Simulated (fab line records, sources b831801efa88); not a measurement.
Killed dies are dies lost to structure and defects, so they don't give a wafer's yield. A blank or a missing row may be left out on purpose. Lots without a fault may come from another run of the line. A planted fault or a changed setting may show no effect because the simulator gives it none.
Which tool did it? | flow gf180mcu | 14 lots, 42 wafers sampled, at 4 steps of a route of 602

WHAT THE GAUGES READ, wafer by wafer
GF_V3_BOW_MEAS_05. Usual: V3_BOW 118 um, standard deviation 8.4.
lot  | measured     | on            | V3_BOW (um) | flag
L585 | day 21 10:36 | film_metro-04 | 119 112 122 |
L586 | day 21 23:28 | film_metro-01 | 121 111 105 |
L589 | day 23 08:40 | film_metro-03 | 117 122 132 |
L590 | day 23 10:32 | film_metro-03 | 112 107 95  |
L592 | day 24 02:02 | film_metro-04 | 121 118 110 |
L593 | day 24 11:06 | film_metro-01 | 113 106 113 |
L595 | day 25 05:22 | film_metro-04 | 110 114 125 |
L598 | day 26 06:18 | film_metro-03 | 112 119 113 |
L599 | day 26 14:08 | film_metro-03 | 110 110 111 |
L603 | day 27 16:59 | film_metro-04 | 120 124 119 |
L604 | day 27 21:19 | film_metro-01 | 112 125 116 |
L605 | day 28 06:52 | film_metro-03 | 113 94 115  |
L606 | day 28 10:53 | film_metro-01 | 128 122 121 |
L608 | day 29 03:14 | film_metro-01 | 119 129 122 |

GF_M4_THK_MEAS_06: measures by xrf. Usual: M4_ALCU_THK 456 nm, standard deviation 6.1.
lot  | measured     | on            | M4_ALCU_THK (nm) | flag
L585 | day 22 12:32 | film_metro-01 | 455 455 455      |
L586 | day 23 00:57 | film_metro-01 | 452 457 467      |
L589 | day 24 09:10 | film_metro-03 | 467 457 455      |
L590 | day 24 11:01 | film_metro-03 | 467 454 458      |
L592 | day 25 01:44 | film_metro-02 | 457 455 461      |
L593 | day 25 10:44 | film_metro-03 | 447 456 455      |
L595 | day 26 04:47 | film_metro-01 | 444 439 450      |
L598 | day 27 05:26 | film_metro-02 | 509 519 509      | OFF
L599 | day 27 12:23 | film_metro-02 | 502 498 498      | OFF
L603 | day 28 14:02 | film_metro-01 | 459 448 452      |
L604 | day 28 19:01 | film_metro-03 | 466 459 460      |
L605 | day 29 04:04 | film_metro-03 | 452 460 456      |
L606 | day 29 08:23 | film_metro-03 | 468 468 467      |
L608 | day 29 23:55 | film_metro-01 | 448 452 446      |

GF_M4_CD_MEAS_14: target cd 280 nm. Usual: cd_nm 279.9 nm, standard deviation 1.2.
lot  | measured     | on        | cd_nm (nm)        | flag
L585 | day 23 11:23 | cd_sem-02 | 280.6 279.9 279.8 |
L586 | day 23 23:07 | cd_sem-01 | 281.1 280.7 280.2 |
L589 | day 25 06:41 | cd_sem-02 | 278.5 277.7 278.8 |
L590 | day 25 08:23 | cd_sem-02 | 277.6 278.4 277.7 |
L592 | day 25 22:31 | cd_sem-01 | 278.0 277.4 278.1 |
L593 | day 26 07:44 | cd_sem-02 | 279.4 278.5 278.3 |
L595 | day 27 01:37 | cd_sem-01 | 280.0 279.8 280.4 |
L598 | day 28 01:03 | cd_sem-01 | 279.2 280.7 279.8 |
L599 | day 28 08:46 | cd_sem-01 | 279.3 278.5 278.4 |
L603 | day 29 09:01 | cd_sem-02 | 279.8 280.4 282.0 |
L604 | day 29 13:45 | cd_sem-01 | 280.5 280.5 281.1 |
L605 | day 29 22:46 | cd_sem-02 | 280.9 280.1 280.9 |
L606 | day 30 03:11 | cd_sem-02 | 279.2 278.8 278.7 |
L608 | day 30 17:58 | cd_sem-01 | 281.0 279.8 279.9 |

WHICH TOOL RAN EACH LOT (tool, then ch and the chambers of the sampled wafers, then the start)
lot  | GF_M4_SPUTTER_04
L585 | pvd_sputter-01, day 22 12:21
L586 | pvd_sputter-02, day 23 00:47
L589 | pvd_sputter-02, day 24 08:58
L590 | pvd_sputter-02, day 24 10:52
L592 | pvd_sputter-01, day 25 01:30
L593 | pvd_sputter-01, day 25 10:34
L595 | pvd_sputter-01, day 26 04:37
L598 | pvd_sputter-01, day 27 05:16
L599 | pvd_sputter-03, day 27 12:10
L603 | pvd_sputter-01, day 28 13:51
L604 | pvd_sputter-01, day 28 18:51
L605 | pvd_sputter-03, day 29 03:53
L606 | pvd_sputter-01, day 29 08:13
L608 | pvd_sputter-03, day 29 23:45
- GF_M4_SPUTTER_04: material TiN, target thk 50 nm, time 41.7 s.

WHAT THE TOOLS THEMSELVES READ (means of the sampled wafers that have a number; where no wafer has one, the mark that the record gives instead)
GF_M4_SPUTTER_04. Usual: cathode_dc_power_W 6500.0 W, standard deviation 1.3; chamber_pressure_pa 0.3999 Pa, standard deviation 0.00076; throttle_valve_pct 29.8 %, standard deviation 0.73.
lot  | tool           | cathode_dc_power_W (W) | chamber_pressure_pa (Pa) | throttle_valve_pct (%) | flag
L585 | pvd_sputter-01 | 6500.3                 | 0.3989                   | 29.7                   |
L586 | pvd_sputter-02 | 6500.6                 | 0.4005                   | 30.3                   |
L589 | pvd_sputter-02 | 6500.6                 | 0.4002                   | 30.3                   |
L590 | pvd_sputter-02 | 6499.1                 | 0.3999                   | 30.3                   |
L592 | pvd_sputter-01 | 6500.4                 | 0.4001                   | 29.9                   |
L593 | pvd_sputter-01 | 6499.0                 | 0.3997                   | 29.5                   |
L595 | pvd_sputter-01 | 6499.8                 | 0.3999                   | 30.3                   |
L598 | pvd_sputter-01 | -                      | -                        | -                      | OFF
L599 | pvd_sputter-03 | -                      | -                        | -                      | OFF
L603 | pvd_sputter-01 | 6501.4                 | 0.3995                   | 30.4                   |
L604 | pvd_sputter-01 | 6499.6                 | 0.4001                   | 30.0                   |
L605 | pvd_sputter-03 | 6499.5                 | 0.4002                   | 29.7                   |
L606 | pvd_sputter-01 | 6499.8                 | 0.3997                   | 28.8                   |
L608 | pvd_sputter-03 | 6499.6                 | 0.3998                   | 29.4                   |

THE ANSWER, worked out from the rows above alone
Rule: a lot is off if the mean of its wafers that have a number lies more than 3 standard deviations from the usual mean. A lot without any number at a reading at which 4 lots or more have one is off too. The other lots that the step has rows for count as sound. The gauges are gone through in route order, then the tools' own readings, and for those a lot's mean is taken as printed above. The first step at which some lot is off is used, and at that step the reading that is off furthest; a lot without a number counts as furthest.
Off: L598, L599, at GF_M4_THK_MEAS_06 (M4_ALCU_THK).
A tool fits if, at a process step before that reading, it ran every lot that is off, and no sound lot after the first of them. The gauges at GF_M4_THK_MEAS_06 aren't tried: what is off there is off at GF_M4_SPUTTER_04 too, on other tools, and a gauge's error can't cause that. None of those tried fits.

WHAT THE SIMULATOR HAD PUT IN
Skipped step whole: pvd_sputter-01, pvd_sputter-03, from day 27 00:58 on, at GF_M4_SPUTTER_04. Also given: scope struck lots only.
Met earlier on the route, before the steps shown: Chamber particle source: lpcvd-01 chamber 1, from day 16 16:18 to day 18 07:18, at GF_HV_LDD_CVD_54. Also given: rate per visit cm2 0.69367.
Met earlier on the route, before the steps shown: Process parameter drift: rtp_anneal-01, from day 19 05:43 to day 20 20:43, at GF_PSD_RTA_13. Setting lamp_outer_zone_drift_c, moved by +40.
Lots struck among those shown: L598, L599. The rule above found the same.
